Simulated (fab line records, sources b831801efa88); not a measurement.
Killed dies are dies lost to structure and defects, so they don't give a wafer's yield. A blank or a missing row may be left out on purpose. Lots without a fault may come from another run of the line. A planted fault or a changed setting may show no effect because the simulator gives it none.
Which tool did it? | flow gf180mcu | 6 lots, 17 wafers sampled, at 2 steps of a route of 602

WHAT THE GAUGES READ, wafer by wafer
GF_STI_THK_MEAS_22.
lot  | measured    | on            | STI_OXIDATION_01_THK (nm)
L975 | day 2 13:12 | film_metro-03 | 15.21 15.34 15.14
L979 | day 3 10:07 | film_metro-02 | 14.86 14.67 15.00
L983 | day 4 06:56 | film_metro-04 | 15.13 15.31 15.18
L986 | day 4 22:14 | film_metro-03 | 15.30 15.38 15.29
L992 | day 6 06:17 | film_metro-02 | 15.03 15.05
L994 | day 6 17:05 | film_metro-03 | 15.24 15.41 15.41

WHICH TOOL RAN EACH LOT (tool, then ch and the chambers of the sampled wafers, then the start)
lot  | GF_STI_ETCH_14
L975 | rie_si-02 ch 0,2, day 2 11:32
L979 | rie_si-02 ch 2,3, day 3 08:26
L983 | rie_si-01 ch 0,2, day 4 04:38
L986 | rie_si-02 ch 0,2,3, day 4 20:29
L992 | rie_si-02 ch 2,3, day 6 03:08
L994 | rie_si-02 ch 1,2,3, day 6 15:02
- GF_STI_ETCH_14: etches Si in HBr/Cl2/O2, target depth 360 nm, time 102.9 s.

THE ANSWER, worked out from the rows above alone
Rule: what is usual is taken from the lots themselves. Put in order of their means at a reading, lots are off if they are a third of the lots or fewer, leave a main group of 4 or more, and stand apart from it by a gap of 3 or more times the standard deviation of the main group's means; of several such gaps the widest counts. A main group whose means are all the same, to the digits that the tables above print for the reading, isn't used. A lot without any number at a reading at which 4 lots or more have one is off too. The other lots that the step has rows for count as sound.
No lot is off at any reading shown: from this, nothing can be told.

WHAT THE SIMULATOR HAD PUT IN
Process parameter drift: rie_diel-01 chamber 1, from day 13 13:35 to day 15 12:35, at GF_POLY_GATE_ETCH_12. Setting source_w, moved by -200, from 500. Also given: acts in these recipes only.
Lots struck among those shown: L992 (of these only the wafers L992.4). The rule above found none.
